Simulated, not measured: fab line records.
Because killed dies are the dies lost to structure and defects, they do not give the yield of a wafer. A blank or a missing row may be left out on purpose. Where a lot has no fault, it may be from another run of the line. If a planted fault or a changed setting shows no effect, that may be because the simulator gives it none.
Chamber matching -- flow gf180mcu -- 4 sister chambers for GF_V4_ETCH_16 on rie diel-01
The step etches BARC in N2/H2. 16 wafers are shown with their chamber, then 8 later ones without.

EACH WAFER AND ITS CHAMBER
wafer,chamber,drypump motor current A (A),bias w (W),n2 flow sccm (sccm)
L074.1,2,5.4,99.7,99.8
L074.3,3,6.2,100.0,99.7
L074.6,3,6.2,100.1,99.3
L079.2,1,4.9,100.1,99.9
L079.3,0,5.8,100.6,100.4
L079.6,1,4.9,100.2,100.1
L081.1,3,6.2,99.9,100.1
L081.2,0,5.8,100.3,100.1
L081.5,3,6.1,100.0,99.8
L086.1,3,6.2,100.2,99.9
L086.3,0,5.8,99.8,99.8
L086.4,2,5.5,99.6,99.8
L088.1,0,5.8,100.0,100.1
L088.5,3,6.1,100.0,100.1
L088.6,0,5.9,99.9,100.2
L090.2,1,4.9,100.0,99.7

SIGNATURES (averages over the wafers above)
reading,chamber 0,chamber 1,chamber 2,chamber 3,scatter within a chamber
drypump motor current A,5.820,4.900,5.450,6.167,0.0468
bias w,100.120,100.100,99.650,100.033,0.205
n2 flow sccm,100.120,99.900,99.800,99.817,0.244
Rule: for a wafer and a chamber, the distance is found by dividing, reading by reading, the gap between the wafer's reading and the chamber's mean by the reading's scatter, squaring, summing and taking the root. The wafer belongs to the nearest chamber; if the next one is less than 2 further off, it can't be placed. The scatter is the square root of a quotient: the sum, over the shown wafers, of each reading's squared deviation from its chamber's mean, divided by wafers minus chambers.

WAFERS WITHOUT THEIR CHAMBER
wafer,drypump motor current A (A),bias w (W),n2 flow sccm (sccm)
L090.3,5.8,100.0,100.1
L090.5,4.9,99.8,99.7
L091.3,4.9,99.8,100.7
L091.4,5.4,100.0,100.1
L091.5,4.9,100.1,99.6
L093.1,5.4,100.5,100.0
L093.2,4.9,99.6,100.3
L093.5,5.9,99.5,99.9

CHAMBER TAKEN BY EACH
wafer,from the rows above,in truth
L090.3,0,0
L090.5,1,1
L091.3,1,1
L091.4,2,2
L091.5,1,1
L093.1,2,2
L093.2,1,1
L093.5,0,0
8 of 8 placed correctly. Not placeable from these rows: 0. Wrongly placed: 0.
